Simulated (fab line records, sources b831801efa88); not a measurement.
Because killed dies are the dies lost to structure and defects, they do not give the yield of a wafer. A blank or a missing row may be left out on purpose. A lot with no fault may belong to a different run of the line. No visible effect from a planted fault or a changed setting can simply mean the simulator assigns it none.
What tool caused it?	flow sky130	18 wafers from 6 lots sampled at 4 of the route's 708 steps

WHAT THE GAUGES READ, wafer by wafer
SKY_LDD_HVP_TW_MEAS_10.
lot	measured	on	LDD_HVP_TW
L302	day 21 20:43	film_metro-04	458.1 459.4 457.1
L304	day 23 05:14	film_metro-04	459.7 458.5 460.0
L313	day 26 07:54	film_metro-03	468.9 467.4 469.9
L316	day 27 03:57	film_metro-03	454.7 456.1 458.1
L321	day 28 23:23	film_metro-03	460.9 457.2 459.2
L324	day 29 23:51	film_metro-01	458.0 459.8 459.5

EACH LOT AND THE TOOL THAT RAN IT (in order: tool; ch and the chambers of the sampled wafers; start)
lot	SKY_SONOS_ONO_STRIP_17	SKY_LDD_HVN_STRIP_09	SKY_LDD_HVP_IMPLANT_08
L302	plasma_asher-02 ch 0,1, day 12 23:29	plasma_asher-04 ch 0,1, day 20 14:43	implanter-03 ch 0, day 21 20:29
L304	plasma_asher-02 ch 0,1, day 14 01:08	plasma_asher-04 ch 0,1, day 21 22:04	implanter-03 ch 0, day 23 04:59
L313	plasma_asher-01 ch 0,1, day 16 23:24	plasma_asher-02 ch 0,1, day 25 02:40	implanter-04 ch 0, day 26 07:41
L316	plasma_asher-01 ch 0,1, day 17 20:58	plasma_asher-03 ch 0,1, day 25 22:25	implanter-02 ch 0, day 27 03:43
L321	plasma_asher-02 ch 0,1, day 19 20:18	plasma_asher-04 ch 0,1, day 27 18:56	implanter-02 ch 0, day 28 23:10
L324	plasma_asher-01 ch 0,1, day 20 20:25	plasma_asher-04 ch 0,1, day 28 19:55	implanter-02 ch 0, day 29 23:39
- SKY_SONOS_ONO_STRIP_17: strips in O2/N2.
- SKY_LDD_HVN_STRIP_09: strips in O2/N2.
- SKY_LDD_HVP_IMPLANT_08

THE ANSWER, worked out from the rows above alone
Rule: the lots themselves supply what counts as usual. Put in order of their means at a reading, lots are off if they are a third of the lots or fewer, leave a main group of 4 or more, and stand apart from it by a gap of 3 or more times the standard deviation of the main group's means; of several such gaps the widest counts. A main group is skipped when, at the precision printed for the reading in the tables above, its means are all equal. A lot without any number at a reading at which 4 lots or more have one is off too. The other lots that the step has rows for count as sound.
Off: L313, at SKY_LDD_HVP_TW_MEAS_10 (LDD_HVP_TW). Mean 458.4 and standard deviation 1.1 in the main group.
If a tool, at a process step before that reading, ran all the lots that are off and no sound lot after the first of them, it fits. The gauges at SKY_LDD_HVP_TW_MEAS_10 are tried like those tools. 2 tools fit, plasma_asher-02 at SKY_LDD_HVN_STRIP_09 and implanter-04 at SKY_LDD_HVP_IMPLANT_08, so this cannot tell which one it is.

WHAT THE SIMULATOR HAD INSERTED
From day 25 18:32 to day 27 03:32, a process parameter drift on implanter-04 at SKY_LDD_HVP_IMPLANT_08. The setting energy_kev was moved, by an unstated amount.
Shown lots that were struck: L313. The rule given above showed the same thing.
